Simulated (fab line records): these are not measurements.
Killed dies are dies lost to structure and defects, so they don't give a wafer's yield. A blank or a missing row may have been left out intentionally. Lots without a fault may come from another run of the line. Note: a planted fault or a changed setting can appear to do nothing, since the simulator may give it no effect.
A lot that was struck, set against a sound lot + flow sky130 + 17 steps out of a route of 708
Sound: these wafers, L698.1, L698.5, L698.6. Struck: wafer L704.3 (left out: L704.6, a lot-mate that was not struck); the cause follows at the end.
Per side, at each step with rows, come the tool, then ch with its chambers, and then its first start. Under that, the readings that differ: sound wafers + struck wafers + difference of the means + sigmas: that difference in standard deviations of wafers without a fault.
alike: readings with means less than 2 such deviations apart, plus words and numbers identical on both sides. not compared: withheld readings, readings lacking a value on some wafer, bounds such as >300 that could conceal the same value, and numbers that have no deviation in the record and whose values overlap.
The two part at a step that has a row with sigmas, a row that says differs or no value, or rows on one side only. Non-overlapping numbers with no deviation appear without sigmas and do not part them. Lack of a reading on every wafer of one side parts them only where that side has two or more wafers.

SKY_VIA1_CMP_02: polishes SiO2.
  sound on cmp-02 ch 0,1,3, day 36 04:26; struck on cmp-02 ch 1, day 38 10:24
  alike: motor-current-A, retaining-ring-pressure-frac
SKY_VIA1_BOW_MEAS_03:
  sound: film-metro-01 at day 36 04:38; struck: film-metro-02 at day 38 10:38
  alike: VIA1_BOW
then, 8 steps without rows for these wafers: SKY_VIA1_DEHYDRATE_04 (time 60 s); SKY_VIA1_HMDS_05 (prime time 60 s); SKY_VIA1_COAT_06 (resist thk 60 nm); SKY_VIA1_COAT_07 (resist thk 450 nm); SKY_VIA1_SOFTBAKE_08 (time 90 s); SKY_VIA1_EXPOSE_09 (exposes mask VIM, target cd 150 nm); SKY_VIA1_PEB_10; SKY_VIA1_DEVELOP_11 (develop time 60 s).
SKY_VIA1_CD_MEAS_12 targets a cd of 150 nm.
  sound: cd-sem-02 at day 37 07:38; struck: cd-sem-01 at day 39 12:06
  alike: cd-nm
SKY_VIA1_OVL_MEAS_13:
  sound: overlay-02 at day 37 07:45; struck: overlay-02 at day 39 12:12
  alike: VIA1_OVL
SKY_VIA1_ETCH_14: etches BARC in N2/H2, stops on SiO2, time 45.9 s, target depth 60 nm.
  sound on rie-diel-04 ch 0,1, day 37 07:47; struck on rie-diel-04 ch 3, day 39 12:13
| reading                                     | sound             | struck | difference | sigmas |
|---------------------------------------------|-------------------|--------|------------|--------|
| drypump-motor-current-A (A)                 | 6.5 6.7 6.5       | 5.0    | -1.6       | -3     |
| model.KrF-thick_of_VIA1_COAT_07.thk-nm (nm) | 393.4 391.9 393.4 | 403.1  | +10.2      |        |
  alike: oes-product-au, rf-fwd-power-W, throttle-valve-pct
  not compared: rf-hours-counter-h
SKY_VIA1_ETCH_15: etches SiO2 in C4F8/O2/Ar, stops on TiN, target depth 351 nm, time 54 s.
  sound on rie-diel-04 ch 0,1, day 37 07:50; struck on rie-diel-04 ch 3, day 39 12:16
| reading                                     | sound             | struck | difference | sigmas |
|---------------------------------------------|-------------------|--------|------------|--------|
| model.KrF-thick_of_VIA1_COAT_07.thk-nm (nm) | 324.2 319.8 324.8 | 333.4  | +10.5      |        |
  alike: oes-product-au, rf-fwd-power-W
  not compared: rf-hours-counter-h
SKY_VIA1_STRIP_16: strips in O2/N2.
  sound on plasma-asher-02 ch 0,1, day 37 07:53; struck on plasma-asher-02 ch 1, day 39 12:20
| reading                      | sound             | struck | difference | sigmas |
|------------------------------|-------------------|--------|------------|--------|
| strip-time-to-endpoint-s (s) | 4.468 4.436 4.487 | 4.582  | +0.118     | +5     |
  alike: drypump-motor-current-A, oes-product-au
  not compared: rf-hours-counter-h
then, 1 step without rows for these wafers: SKY_VIA1_STRIP_17 (strips in post etch residue remover, time 1200 s).
-- the record jumps here: 11 days lie between the struck wafers' starts before and after (it left off in module VIA1 and takes up again in module PAD_OPEN, whose first step shown is number 708 of the route) --
SKY_PAD_OPEN_PROBE_99:
  rows exist in the record for the struck wafers here (prober-01, day 50 09:49), but not for the sound ones

WHERE THEY PART
At SKY_VIA1_ETCH_14 first; at SKY_PAD_OPEN_PROBE_99 last (within this record only).

WHY: whatever the simulator had introduced
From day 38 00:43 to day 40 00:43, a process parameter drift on rie-diel-04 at SKY_VIA1_ETCH_14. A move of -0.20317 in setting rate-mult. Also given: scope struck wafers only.
